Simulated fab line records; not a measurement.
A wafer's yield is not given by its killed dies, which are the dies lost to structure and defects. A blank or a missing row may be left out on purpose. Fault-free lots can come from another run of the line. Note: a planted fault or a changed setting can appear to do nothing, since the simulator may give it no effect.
The tool behind it: which one? ; flow sky130 ; 18 wafers from 6 lots sampled at 2 of the route's 708 steps

WHAT THE GAUGES READ, wafer by wafer
SKY_METAL4_OVL_MEAS_14.
lot;measured;on;METAL4_OVL (nm)
L543;day 42 05:23;overlay-01;2 -1 -1
L546;day 43 06:47;overlay-01;9 12 16
L554;day 45 03:26;overlay-01;4 2 9
L558;day 46 17:56;overlay-02;2 6 -4
L560;day 46 19:05;overlay-02;5 4 3
L562;day 47 00:08;overlay-02;6 -11 -7

WHAT TOOL EACH LOT RAN ON (gives the tool, then ch and the chambers of the sampled wafers, and finally the start)
lot;SKY_CAP2M_CVD_00
L543;pecvd-02 ch 0,2, day 40 03:32
L546;pecvd-04 ch 0,2, day 41 06:05
L554;pecvd-02 ch 0,1,2, day 43 04:53
L558;pecvd-03 ch 0,2, day 44 21:02
L560;pecvd-04 ch 1,2, day 44 22:59
L562;pecvd-03 ch 0,1,2, day 45 04:16
- SKY_CAP2M_CVD_00: deposits SiO2, target thk 15.5 nm.

THE ANSWER, worked out from the rows above alone
Rule: the lots themselves supply what counts as usual. Put in order of their means at a reading, lots are off if they are a third of the lots or fewer, leave a main group of 4 or more, and stand apart from it by a gap of 3 or more times the standard deviation of the main group's means; of several such gaps the widest counts. Not used: any main group whose means are identical at the precision the tables above print for the reading. Also off: a lot with no number at a reading for which 4 or more lots have one. All remaining lots with rows at the step are treated as sound.
No lot is off on any of the readings shown, so nothing can be concluded from this.

WHAT THE SIMULATOR HAD INSERTED
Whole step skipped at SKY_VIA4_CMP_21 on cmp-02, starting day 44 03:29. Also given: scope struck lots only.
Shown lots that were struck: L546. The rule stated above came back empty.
